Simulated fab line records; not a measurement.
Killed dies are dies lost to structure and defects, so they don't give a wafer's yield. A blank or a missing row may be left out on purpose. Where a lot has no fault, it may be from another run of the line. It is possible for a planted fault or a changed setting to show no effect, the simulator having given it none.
fab line records	flow sky130
record: lots: 6	wafers: 18	last_day: 50
route steps=708 shown METAL2@489 PAD_OPEN@708
lots that met no fault: from a run of the same line without faults
start_h: start of the lot's first displayed wafer, in hours after the record's first day	wait_h: hours elapsed since this lot's preceding step	" repeats the value in the row above	L1.1+2: a row that stands for several wafers	- no value present, or no start provided	* or withheld: withheld	< > ~ a bound
route shown NAME@n: names a module that has steps shown in the file, with the first one's number in the route	usual: mean and standard deviation over wafers with no fault	same: alike in all rows	chamber/n: place in a boat	sites: the reading at each site	_std_site: the standard deviation of these	_edge_site: outer sites' mean less inner sites'	radius_mm: for every site, how far away it sits from the centre of the wafer	mask NAME#n: copy n	behind: the tool/chamber that last shaped the wafer	hold: why the lot was held/for how many hours/how that ended	device: whichever transistor did not switch (one of n, p or np)	end of line: tests of these same wafers at the route's end	where a step has no rows: the recipe by itself	killed: not the wafer's yield, but the dies lost to structure and defects at the first sort	map: the dies of a wafer, with x for killed, . for not killed, _ for no die there
set.NAME: the run value of the setting; set.NAME@STEP: its run value at that earlier step	model.NAME: the simulator's own value behind a step, which no gauge read
certain route steps with their lots: each step a table, each wafer a row
services: the hour from which a tool's chamber was out of use, counted from the record's first day as start_h (under 0 if before that day), plus the number of hours and why
== steps ==
step: SKY_METAL2_THK_MEAS_06
recipe: thk_meas_gauge: xrf	reads: AlCu_of_METAL2_SPUTTER_02
usual: METAL2_ALCU_THK: 251/3.5
lot.wafer	tool	chamber	start_h	wait_h	METAL2_ALCU_THK[nm]
L340.3	film_metro-01	-	861.89	0.1	250
L340.4	"	-	"	"	250
L340.6	"	-	"	"	249
L343.3	film_metro-01	-	889.30	0.1	255
L343.4	"	-	"	"	254
L343.6	"	-	"	"	251
L348.1	film_metro-01	-	923.47	0.1	240
L348.4	"	-	"	"	243
L348.5	"	-	"	"	240
L349.2	film_metro-01	-	940.44	0.1	243
L349.3	"	-	"	"	247
L349.6	"	-	"	"	243
L353.1	film_metro-03	-	952.38	0.1	252
L353.4	"	-	"	"	250
L353.6	"	-	"	"	252
L354.4	film_metro-02	-	961.82	0.1	247
L354.5	"	-	"	"	254
L354.6	"	-	"	"	247
step: SKY_METAL2_DEHYDRATE_07
recipe: temp_c: 200	time_s: 60
step: SKY_METAL2_HMDS_08
recipe: prime_time_s: 60	prime_temp_c: 120
step: SKY_METAL2_COAT_09
recipe: resist: BARC	temp_c: withheld	time_s: withheld	spin_rpm: 3000	resist_thk_nm: 60
step: SKY_METAL2_COAT_10
recipe: resist: KrF-thick	spin_rpm: 3000	resist_thk_nm: 450
step: SKY_METAL2_SOFTBAKE_11
recipe: temp_c: 100	time_s: 90	resist: KrF-thick
step: SKY_METAL2_EXPOSE_12
recipe: mask_id: MM2	na: 0.8	source_shape: annular	sigma_inner: 0.55	sigma_outer: 0.85	target_cd_nm: 140	dose_mj: 28
step: SKY_METAL2_PEB_13
recipe: peb_temp_c: withheld	peb_time_s: withheld	resist: KrF-thick
step: SKY_METAL2_DEVELOP_14
recipe: develop_time_s: 60	resist: KrF-thick	dev_temp_c: 21
step: SKY_METAL2_CD_MEAS_15
recipe: target_cd_nm: 140
usual: cd_nm: 139.0/1.4
lot.wafer	tool	chamber	start_h	wait_h	cd_nm
L340.3	cd_sem-02	-	887.75	-	138.3
L340.4	"	-	"	"	136.1
L340.6	"	-	"	"	138.1
L343.3	cd_sem-01	-	914.30	-	138.8
L343.4	"	-	"	"	138.9
L343.6	"	-	"	"	139.5
L348.1	cd_sem-01	-	947.95	-	139.0
L348.4	"	-	"	"	138.8
L348.5	"	-	"	"	139.4
L349.2	cd_sem-01	-	964.53	-	138.3
L349.3	"	-	"	"	139.4
L349.6	"	-	"	"	136.8
L353.1	cd_sem-01	-	976.70	-	139.2
L353.4	"	-	"	"	138.7
L353.6	"	-	"	"	137.9
L354.4	cd_sem-01	-	985.42	-	140.1
L354.5	"	-	"	"	139.7
L354.6	"	-	"	"	139.9
step: SKY_METAL2_OVL_MEAS_16
usual: METAL2_OVL: -2/5
lot.wafer	tool	chamber	start_h	wait_h	METAL2_OVL[nm]
L340.3	overlay-02	-	887.84	0.1	-4
L340.4	"	-	"	"	-1
L340.6	"	-	"	"	-3
L343.3	overlay-01	-	914.39	0.1	-1
L343.4	"	-	"	"	-5
L343.6	"	-	"	"	-2
L348.1	overlay-01	-	948.07	0.1	-4
L348.4	"	-	"	"	-8
L348.5	"	-	"	"	0
L349.2	overlay-01	-	964.63	0.1	7
L349.3	"	-	"	"	5
L349.6	"	-	"	"	3
L353.1	overlay-01	-	976.82	0.1	-7
L353.4	"	-	"	"	-4
L353.6	"	-	"	"	-8
L354.4	overlay-02	-	985.49	0.1	-1
L354.5	"	-	"	"	-3
L354.6	"	-	"	"	0
step: SKY_METAL2_DESCUM_17
recipe: chemistry: O2	source_power_w: 150	bias_power_w: 0	pressure_mtorr: 10	temp_c: 40	time_s: 8
usual: drypump_motor_current_A: 5.7/0.53	oes_product_au: 1.004/0.0072
lot.wafer	tool	chamber	start_h	wait_h	drypump_motor_current_A	oes_product_au	rf_hours_counter_h
L340.3	rie_metal-01	1	887.88	0.0	5.7	1.014	-
L340.4	"	0	"	"	4.9	1.007	-
L340.6	"	1	"	"	5.7	1.009	-
L343.3	rie_metal-02	1	914.42	0.0	5.5	0.997	-
L343.4	"	0	"	"	6.4	1.008	-
L343.6	"	0	"	"	6.4	1.007	-
L348.1	rie_metal-01	0	948.11	0.0	4.9	1.004	10
L348.4	"	0	"	"	4.8	1.005	-
L348.5	"	0	"	"	4.9	1.003	-
L349.2	rie_metal-01	0	964.66	0.0	4.9	1.005	10
L349.3	"	1	"	"	5.7	1.006	-
L349.6	"	1	"	"	5.7	1.016	-
L353.1	rie_metal-02	0	976.86	0.0	6.4	1.001	16
L353.4	"	1	"	"	5.5	1.003	-
L353.6	"	0	"	"	6.4	0.993	-
L354.4	rie_metal-02	0	985.52	0.0	6.3	0.998	-
L354.5	"	1	"	"	5.5	0.997	-
L354.6	"	0	"	"	6.4	1.001	-
step: SKY_METAL2_ETCH_18
recipe: chemistry: N2/H2	target: BARC	ion_energy_ev: 200	bias_w: 100	pressure_mtorr: 30	n2_flow_sccm: 100	h2_flow_sccm: 200	icp_w: 500	stop_on: SiO2	time_s: 45.9	target_depth_a: 600
usual: drypump_motor_current_A: 5.7/0.52	oes_product_au: 0.855/0.0055	throttle_valve_pct: 13.225/0.0077
lot.wafer	tool	chamber	start_h	wait_h	drypump_motor_current_A	oes_product_au	rf_hours_counter_h	throttle_valve_pct	model.KrF-thick_of_METAL2_COAT_10.thk_nm	model.METAL2.cd_nm
L340.3	rie_metal-01	1	887.92	0.0	5.7	0.850	-	13.219	392.1	139.3
L340.4	"	0	"	"	4.9	0.852	-	13.227	392	135.4
L340.6	"	1	"	"	5.7	0.859	-	13.218	390.9	139.2
L343.3	rie_metal-02	1	914.46	0.0	5.4	0.855	-	13.235	393.4	139.2
L343.4	"	0	"	"	6.4	0.857	-	13.234	391.3	139.1
L343.6	"	0	"	"	6.4	0.860	-	13.225	391.1	139.3
L348.1	rie_metal-01	0	948.14	0.0	4.9	0.857	10	13.229	394.6	138.3
L348.4	"	0	"	"	4.9	0.855	-	13.243	393.9	138
L348.5	"	0	"	"	4.8	0.857	-	13.225	367.8	133.8
L349.2	rie_metal-01	0	964.69	0.0	4.9	0.860	10	13.236	392.6	139
L349.3	"	1	"	"	5.7	0.856	-	13.230	391.1	141.6
L349.6	"	1	"	"	5.7	0.853	-	13.226	366.5	134.1
L353.1	rie_metal-02	0	976.89	0.0	6.3	0.854	16	13.221	392	138.6
L353.4	"	1	"	"	5.5	0.859	-	13.220	393.5	140.4
L353.6	"	0	"	"	6.4	0.854	-	13.232	392	138.4
L354.4	rie_metal-02	0	985.56	0.0	6.4	0.850	-	13.227	393.9	140.1
L354.5	"	1	"	"	5.5	0.847	-	13.223	392	139.6
L354.6	"	0	"	"	6.4	0.861	-	13.234	393.1	139.8
step: SKY_METAL2_METAL_ETCH_19
recipe: target_depth_a: 3600	stop_on: SiO2	over_etch_frac: 0.3	time_s: 78	chemistry: Cl2/BCl3	resist_sidewall_deg: 88	pressure_mtorr: 10	icp_w: 900	bias_w: 48.5	Cl2_flow_sccm: 60	bcl3_flow_sccm: 30
usual: drypump_motor_current_A: 5.7/0.53	oes_product_au: 0.855/0.0055	throttle_valve_pct: 22.265/0.0085
lot.wafer	tool	chamber	start_h	wait_h	drypump_motor_current_A	oes_product_au	rf_hours_counter_h	throttle_valve_pct	model.KrF-thick_of_METAL2_COAT_10.thk_nm	model.METAL2.cd_nm
L340.3	rie_metal-01	1	887.99	0.1	5.7	0.856	-	22.276	153.6	141.1
L340.4	"	0	"	"	4.9	0.853	-	22.262	156.4	138.3
L340.6	"	1	"	"	5.7	0.853	-	22.265	153.7	141.3
L343.3	rie_metal-02	1	914.54	0.1	5.5	0.858	-	22.263	159.2	138.4
L343.4	"	0	"	"	6.4	0.854	-	22.255	156.5	139.4
L343.6	"	0	"	"	6.4	0.857	-	22.270	157.2	139.5
L348.1	rie_metal-01	0	948.20	0.0	4.8	0.843	10	22.278	159	138.1
L348.4	"	0	"	"	4.9	0.853	-	22.271	158.9	138.3
L348.5	"	0	"	"	4.9	0.845	-	22.279	132.7	135.4
L349.2	rie_metal-01	0	964.76	0.0	4.9	0.857	10	22.268	159.8	138.2
L349.3	"	1	"	"	5.7	0.852	-	22.264	156.4	141.3
L349.6	"	1	"	"	5.7	0.859	-	22.269	133	135.6
L353.1	rie_metal-02	0	976.95	0.0	6.3	0.862	16	22.258	158	137.9
L353.4	"	1	"	"	5.5	0.860	-	22.270	159.2	140.4
L353.6	"	0	"	"	6.3	0.862	-	22.265	156.6	138.6
L354.4	rie_metal-02	0	985.64	0.1	6.4	0.854	-	22.262	161.3	140.7
L354.5	"	1	"	"	5.5	0.862	-	22.256	161.7	140
L354.6	"	0	"	"	6.4	0.853	-	22.269	159.4	140.9
step: SKY_METAL2_STRIP_20
recipe: chemistry: O2/N2	power_w: 1400	pressure_mtorr: 1500	platen_temp_c: withheld	o2_flow_sccm: 3000	n2_flow_sccm: 300	overash_fraction: 0.5
usual: drypump_motor_current_A: 5.9/0.42	oes_product_au: 0.342/0.0045	strip_time_to_endpoint_s: 2.69/0.031
lot.wafer	tool	chamber	start_h	wait_h	drypump_motor_current_A	oes_product_au	rf_hours_counter_h	strip_time_to_endpoint_s
L340.3	plasma_asher-01	1	888.08	0.1	6.7	0.339	-	2.64
L340.4	"	0	"	"	6.2	0.339	-	2.65
L340.6	"	0	"	"	6.2	0.342	-	2.66
L343.3	plasma_asher-04	0	914.63	0.1	6.0	0.346	-	2.69
L343.4	"	1	"	"	5.3	0.341	-	2.69
L343.6	"	0	"	"	6.0	0.340	-	2.67
L348.1	plasma_asher-03	1	948.29	0.1	5.7	0.333	86	2.70
L348.4	"	0	"	"	5.8	0.337	-	2.70
L348.5	"	0	"	"	5.8	0.332	-	2.40
L349.2	plasma_asher-01	1	964.85	0.1	6.7	0.338	21	2.70
L349.3	"	1	"	"	6.6	0.346	-	2.68
L349.6	"	1	"	"	6.7	0.329	-	2.41
L353.1	plasma_asher-04	1	977.04	0.1	5.3	0.340	108	2.70
L353.4	"	1	"	"	5.3	0.343	-	2.69
L353.6	"	1	"	"	5.3	0.344	-	2.66
L354.4	plasma_asher-01	1	985.73	0.1	6.7	0.345	-	2.73
L354.5	"	1	"	"	6.7	0.344	-	2.73
L354.6	"	0	"	"	6.2	0.349	-	2.71
step: SKY_METAL2_STRIP_21
recipe: chemistry: post_etch_residue_remover	time_s: 1200	temp_c: 72.5
step: SKY_PAD_OPEN_PROBE_99
usual: defect_limited_yield: 82.5/1.9	killed_at_M0_to_M3: 43/6.8	killed_at_M4_up: 3.2/1.7	killed_at_contacts: 24/5.7	killed_at_front_end: 16/4.3	killed_at_other: 0.3/0.56	killed_dies: 86/9.5	killed_open: 47/6.9	killed_short: 39/5.8	sort_bin_3_pad_short: 0.9/0.39	sort_bin_5_function: 10.3/1.5	sort_bin_6_memory: 6.3/1.1	sort_n_pass: 406/9.5	sort_yield_pct: 82.5/1.9
same: gross_dies: 492	killed_at_back_side: 0	sort_bin_4_leakage[%]: 0	sort_bin_8_speed[%]: 0
lot.wafer	tool	chamber	start_h	wait_h	defect_limited_yield[%]	killed_at_M0_to_M3	killed_at_M4_up	killed_at_contacts	killed_at_front_end	killed_at_other	killed_dies	killed_open	killed_short	sort_bin_3_pad_short[%]	sort_bin_5_function[%]	sort_bin_6_memory[%]	sort_n_pass	sort_yield_pct[%]	model.etest.met2.width_nm	model.etest.met2.line_ohm_um
L340.3	prober-01	-	1129.77	0.2	84.8	49	8	10	8	0	75	36	38	0.8	8.9	5.5	417	84.8	139.7	0.9176
L340.4	prober-01	-	1129.82	0.2	82.3	44	5	25	12	1	87	45	39	1.2	10.0	6.5	405	82.3	137.3	0.9356
L340.6	prober-01	-	1129.92	0.2	86.8	31	1	18	15	0	65	36	29	0.6	7.1	5.5	427	86.8	140.9	0.9228
L343.3	prober-02	-	1150.27	0.2	82.1	49	5	24	10	0	88	49	39	0.8	11.4	5.7	404	82.1	136.8	0.9221
L343.4	prober-02	-	1150.32	0.2	83.7	36	5	28	11	0	80	41	39	0.8	8.9	6.5	412	83.7	140.6	0.9003
L343.6	prober-02	-	1150.42	0.2	79.3	52	1	40	9	0	102	60	42	1.0	12.2	7.5	390	79.3	139.8	0.903
L348.1	prober-01	-	1176.46	0.1	84.3	41	1	20	15	0	77	50	26	0.6	9.3	5.7	415	84.3	138.7	0.9283
L348.4	prober-01	-	1176.61	0.2	79.9	45	4	27	23	0	99	48	50	0.8	12.4	6.9	393	79.9	134.8	0.971
L348.5	prober-01	-	1176.66	0.2	77.4	64	6	18	23	0	111	62	48	0.8	15.0	6.7	381	77.4	132.7	0.9822
L349.2	prober-02	-	1185.32	0.1	79.9	40	3	32	23	1	99	56	42	0.6	11.8	7.7	393	79.9	138.1	0.9493
L349.3	prober-02	-	1185.37	0.2	81.1	46	3	25	19	0	93	49	44	1.2	10.0	7.7	399	81.1	143.2	0.9058
L349.6	prober-02	-	1185.52	0.2	80.1	47	5	27	19	0	98	54	44	1.4	13.6	4.9	394	80.1	133.4	0.9798
L353.1	prober-01	-	1194.86	0.1	83.1	35	2	20	26	0	83	43	38	1.8	9.1	5.9	409	83.1	139.1	0.9002
L353.4	prober-01	-	1195.01	0.2	83.7	41	2	20	14	3	80	42	36	1.0	9.3	5.9	412	83.7	139.2	0.9145
L353.6	prober-01	-	1195.11	0.2	83.3	46	3	17	15	1	82	41	40	0.4	9.1	7.1	410	83.3	138.3	0.9132
L354.4	prober-01	-	1198.74	0.2	82.3	39	2	35	11	0	87	52	35	1.0	8.9	7.7	405	82.3	140.6	0.927
L354.5	prober-01	-	1198.79	0.2	81.7	42	2	31	15	0	90	54	34	0.8	11.2	6.3	402	81.7	141.5	0.9042
L354.6	prober-01	-	1198.84	0.2	83.7	33	5	27	15	0	80	45	32	1.2	10.2	4.9	412	83.7	139.7	0.931
killed by level:class
L340.3 METAL2:geometric_particle:short=15 VIA1:geometric_particle:open=8 VIA3:geometric_particle:open=7 METAL1:geometric_particle:short=6 METAL4:geometric_particle:short=6 VIA2:geometric_particle:open=5 LI_CONTACT:geometric_particle:short=4 LI_CONTACT:geometric_particle:open=4
L340.4 VIA1:geometric_particle:open=11 LI_CONTACT:geometric_particle:open=10 VIA2:geometric_particle:open=6 LOCAL_INTERCONNECT:geometric_particle:short=6 METAL2:geometric_particle:short=5 CONTACT:geometric_particle:short=5 METAL1:geometric_particle:short=5 VIA1:geometric_particle:short=5
L340.6 LI_CONTACT:geometric_particle:open=8 VIA3:geometric_particle:open=7 METAL1:geometric_particle:short=6 VIA1:geometric_particle:open=5 LOCAL_INTERCONNECT:geometric_particle:short=4 CONTACT:geometric_particle:open=4 METAL2:geometric_particle:short=4 FIELD_ISO:geometric_particle:short=3
L343.3 METAL2:geometric_particle:short=12 VIA1:geometric_particle:open=9 VIA3:geometric_particle:open=8 LI_CONTACT:geometric_particle:open=7 CONTACT:geometric_particle:open=6 VIA2:geometric_particle:open=6 METAL1:geometric_particle:short=5 LOCAL_INTERCONNECT:geometric_particle:short=5
L343.4 VIA1:geometric_particle:open=9 LOCAL_INTERCONNECT:geometric_particle:short=8 CONTACT:geometric_particle:open=6 LI_CONTACT:geometric_particle:short=5 LI_CONTACT:geometric_particle:open=5 METAL1:geometric_particle:short=5 METAL2:geometric_particle:short=5 VIA3:geometric_particle:open=5
L343.6 CONTACT:geometric_particle:open=14 VIA3:geometric_particle:open=12 VIA1:geometric_particle:open=9 LOCAL_INTERCONNECT:geometric_particle:short=9 LI_CONTACT:geometric_particle:open=8 VIA2:geometric_particle:open=8 METAL2:geometric_particle:short=6 CONTACT:geometric_particle:short=5
L348.1 VIA1:geometric_particle:open=17 CONTACT:geometric_particle:open=8 LI_CONTACT:geometric_particle:open=7 VIA2:geometric_particle:open=5 POLY_GATE:geometric_particle:short=4 VIA1:geometric_particle:short=4 METAL2:geometric_particle:short=4 POLY_GATE:geometric_particle:open=3
L348.4 VIA1:geometric_particle:open=12 VIA1:geometric_particle:short=10 CONTACT:geometric_particle:open=9 LI_CONTACT:geometric_particle:open=7 POLY_GATE:geometric_particle:open=6 VIA2:geometric_particle:open=5 POLY_GATE:geometric_particle:short=4 LI_CONTACT:geometric_particle:short=4
L348.5 VIA1:geometric_particle:open=15 VIA3:geometric_particle:open=12 VIA1:geometric_particle:short=8 VIA2:geometric_particle:open=8 FIELD_ISO:geometric_particle:open=7 METAL2:geometric_particle:short=7 FIELD_ISO:geometric_particle:short=6 CONTACT:geometric_particle:open=6
L349.2 CONTACT:geometric_particle:open=15 LI_CONTACT:geometric_particle:open=10 VIA1:geometric_particle:open=9 FIELD_ISO:geometric_particle:short=8 METAL1:geometric_particle:short=6 POLY_GATE:geometric_particle:open=5 FIELD_ISO:geometric_particle:open=4 VIA1:geometric_particle:short=4
L349.3 LI_CONTACT:geometric_particle:open=8 CONTACT:geometric_particle:open=8 VIA3:geometric_particle:open=8 METAL2:geometric_particle:short=7 POLY_GATE:geometric_particle:short=6 VIA1:geometric_particle:open=6 FIELD_ISO:geometric_particle:open=5 METAL1:geometric_particle:short=5
L349.6 VIA3:geometric_particle:open=14 CONTACT:geometric_particle:open=12 VIA2:geometric_particle:short=7 FIELD_ISO:geometric_particle:open=6 POLY_GATE:geometric_particle:short=6 LI_CONTACT:geometric_particle:open=5 LOCAL_INTERCONNECT:geometric_particle:short=5 METAL1:geometric_particle:short=5
L353.1 FIELD_ISO:geometric_particle:open=12 VIA1:geometric_particle:open=11 LI_CONTACT:geometric_particle:open=8 FIELD_ISO:geometric_particle:short=6 LOCAL_INTERCONNECT:geometric_particle:short=6 METAL1:geometric_particle:short=6 VIA3:geometric_particle:open=5 CONTACT:geometric_particle:short=4
L353.4 CONTACT:geometric_particle:open=9 VIA3:geometric_particle:open=7 VIA1:geometric_particle:open=7 METAL2:geometric_particle:short=7 LI_CONTACT:geometric_particle:open=5 LOCAL_INTERCONNECT:geometric_particle:short=5 VIA1:geometric_particle:short=5 METAL1:geometric_particle:short=4
L353.6 VIA1:geometric_particle:open=11 VIA2:geometric_particle:open=9 CONTACT:geometric_particle:open=8 FIELD_ISO:geometric_particle:short=7 VIA3:geometric_particle:open=7 METAL1:geometric_particle:short=6 CONTACT:geometric_particle:short=6 POLY_GATE:geometric_particle:short=4
L354.4 CONTACT:geometric_particle:open=14 CONTACT:geometric_particle:short=9 LI_CONTACT:geometric_particle:open=8 VIA3:geometric_particle:open=6 VIA1:geometric_particle:open=6 VIA2:geometric_particle:open=6 POLY_GATE:geometric_particle:open=4 METAL2:geometric_particle:short=4
L354.5 CONTACT:geometric_particle:open=11 VIA1:geometric_particle:open=10 VIA3:geometric_particle:open=9 LI_CONTACT:geometric_particle:open=7 CONTACT:geometric_particle:short=6 METAL2:geometric_particle:short=5 FIELD_ISO:geometric_particle:short=4 LOCAL_INTERCONNECT:geometric_particle:short=4
L354.6 CONTACT:geometric_particle:open=8 POLY_GATE:geometric_particle:open=7 VIA3:geometric_particle:open=6 CONTACT:geometric_particle:short=6 VIA2:geometric_particle:open=6 LI_CONTACT:geometric_particle:open=6 VIA1:geometric_particle:open=5 POLY_GATE:geometric_particle:short=4
== services ==
tool	chamber	start_h	hours	kind
rie_metal-02	-	870.06	1.5	repair
rie_metal-01	-	912.37	2.8	pm
rie_metal-01	-	920.22	0.5	repair
plasma_asher-03	-	921.52	1.1	repair
== key ==
first_sign: step: SKY_METAL2_STRIP_20	reading: strip_time_to_endpoint_s	direction: down	sigmas: 9.2	usual: *	struck: *
effect none on later readings
model_effect: step: SKY_METAL2_ETCH_18	value: KrF-thick_of_METAL2_COAT_10.thk_nm	without: 393.3	struck: 367.1
model_effect: step: SKY_METAL2_METAL_ETCH_19	value: KrF-thick_of_METAL2_COAT_10.thk_nm	without: 159	struck: 132.9
model_effect: step: SKY_PAD_OPEN_PROBE_99	value: etest.met2.width_nm	without: 138.3	struck: 133.1
met_at SKY_METAL2_ETCH_18
struck_wafers L348.5,L349.6
onset_between 887.92 948.14
fault: kind: process_parameter_drift	tool: rie_metal-01	chamber: -	onset_h: 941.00	steps: SKY_METAL2_ETCH_18	channel: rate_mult	offset: 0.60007	shape: step	end_h: 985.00	scope: struck_wafers_only
